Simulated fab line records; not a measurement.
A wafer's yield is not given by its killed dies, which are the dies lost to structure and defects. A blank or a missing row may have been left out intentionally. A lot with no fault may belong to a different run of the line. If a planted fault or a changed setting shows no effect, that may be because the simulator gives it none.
A struck lot beside a sound one | flow gf180mcu | 17 out of 602 route steps
Sound: these wafers, L537.2, L537.5, L537.6. Wafers struck: L542.1, L542.3, L542.5. The cause is given at the end.
Order at every step that has rows: each side's tool, ch and its chambers, its first start. Under that, the readings that differ: sound wafers | struck wafers | difference of the means | sigmas: that difference in standard deviations of wafers without a fault.
alike: readings whose means differ by less than 2 such deviations, and words and numbers that are the same on both sides. not compared: withheld readings, readings that some wafer has no value for, bounds like >300 that may hide the same value, and numbers for which the record gives no deviation and whose values overlap.
The two part at a step that has a row with sigmas, a row that says differs or no value, or rows on one side only. Numbers that don't overlap but have no deviation are shown without sigmas and don't part them. A reading that every wafer of one side lacks parts them only if that side has two wafers or more.

first, 1 step without rows for these wafers: GF_V5_EXPOSE_11 (exposes mask Via5, target cd 260 nm).
GF_V5_PEB_12: peb time 94.44 s.
  sound on litho-track-01 ch 0; struck on litho-track-04 ch 0
  reading                     | sound               | struck               | difference | sigmas
  plate-sensor-t-centre-C (C) | 136.12 136.1 136.11 | 136.13 136.14 136.14 | +0.03      | +3
  alike: heater-power-total-W, plate-sensor-t-edge-C
then, 1 step without rows for these wafers: GF_V5_DEVELOP_13 (develop time 60 s).
GF_V5_CD_MEAS_14 targets a cd of 260 nm.
  struck on cd-sem-02, day 28 20:21; sound on cd-sem-02, day 26 22:47
  alike: cd-nm
GF_V5_OVL_MEAS_15:
  struck on overlay-01, day 28 20:28; sound on overlay-02, day 26 22:54
  alike: V5_OVL
then, 1 step without rows for these wafers: GF_V5_ETCH_16 (etches BARC in N2/H2).
GF_V5_ETCH_17: etches SiO2 in C4F8/O2/Ar, stops on TiN, target depth 855 nm.
  sound on rie-diel-03 ch 0,1,2; struck on rie-diel-03 ch 0,1,2
  alike: oes-product-au
then, 3 steps without rows for these wafers: GF_V5_STRIP_18 (strips in O2/N2); GF_V5_STRIP_19 (strips in post etch residue remover, time 1200 s); GF_V5_CLEAN_20 (cleans in DIW).
GF_V5_SPUTTER_21: material Ti, target thk 15 nm, time 80.02 s.
  struck on pvd-sputter-02, day 28 21:14; sound on pvd-sputter-01, day 26 23:37
  alike: throttle-valve-pct
GF_V5_SPUTTER_22: material TiN, target thk 10 nm, time 40 s.
  struck on pvd-sputter-02, day 28 21:17; sound on pvd-sputter-01, day 26 23:40
  alike: throttle-valve-pct
GF_V5_CVD_23: deposits W, target thk 350 nm, time 104.9 s.
  sound on cvd-w-02 ch 0,1, day 26 23:43; struck on cvd-w-02 ch 0,1, day 28 21:20
  reading                          | sound             | struck            | difference | sigmas
  chamber-pressure-Torr (Torr)     | 40.13 40.09 39.96 | 35.51 35.61 35.55 | -4.50      | -56
  model.W_of_V5_CVD_23.thk-nm (nm) | 348.3 347.9 349.7 | 330.4 335.9 331.2 | -16.1      |
  alike: heater-power-w
GF_V5_RS_MEAS_24: uses a four-point probe to measure.
  struck on film-metro-04, day 28 21:26; sound on film-metro-02, day 26 23:51
  reading          | sound             | struck            | difference | sigmas
  V5_W_RS (ohm/sq) | 0.329 0.330 0.329 | 0.347 0.342 0.346 | +0.016     | +5
GF_V5_THK_MEAS_25: measures by xrf.
  struck on film-metro-04, day 28 21:34; sound on film-metro-02, day 26 23:58
  reading       | sound       | struck      | difference | sigmas
  V5_W_THK (nm) | 349 352 346 | 330 334 330 | -18        | -4
GF_V5_CMP_26: polishes, stops on SiO2, t overpolish 15 s, target thk 0 nm.
  sound on cmp-02 ch 1,2,3, day 27 03:22; struck on cmp-02 ch 0,1,2, day 28 21:43
  alike: motor-current-A, slurry-flow-ml-min
GF_PASSIVATION_PROBE_99:
  rows exist in the record for the sound wafers here (prober-01, day 28 21:14), none for the struck ones

== WHERE THEY PART ==
Last at GF_PASSIVATION_PROBE_99 as far as this record goes, first at GF_V5_PEB_12.

WHY: the cause the simulator had injected
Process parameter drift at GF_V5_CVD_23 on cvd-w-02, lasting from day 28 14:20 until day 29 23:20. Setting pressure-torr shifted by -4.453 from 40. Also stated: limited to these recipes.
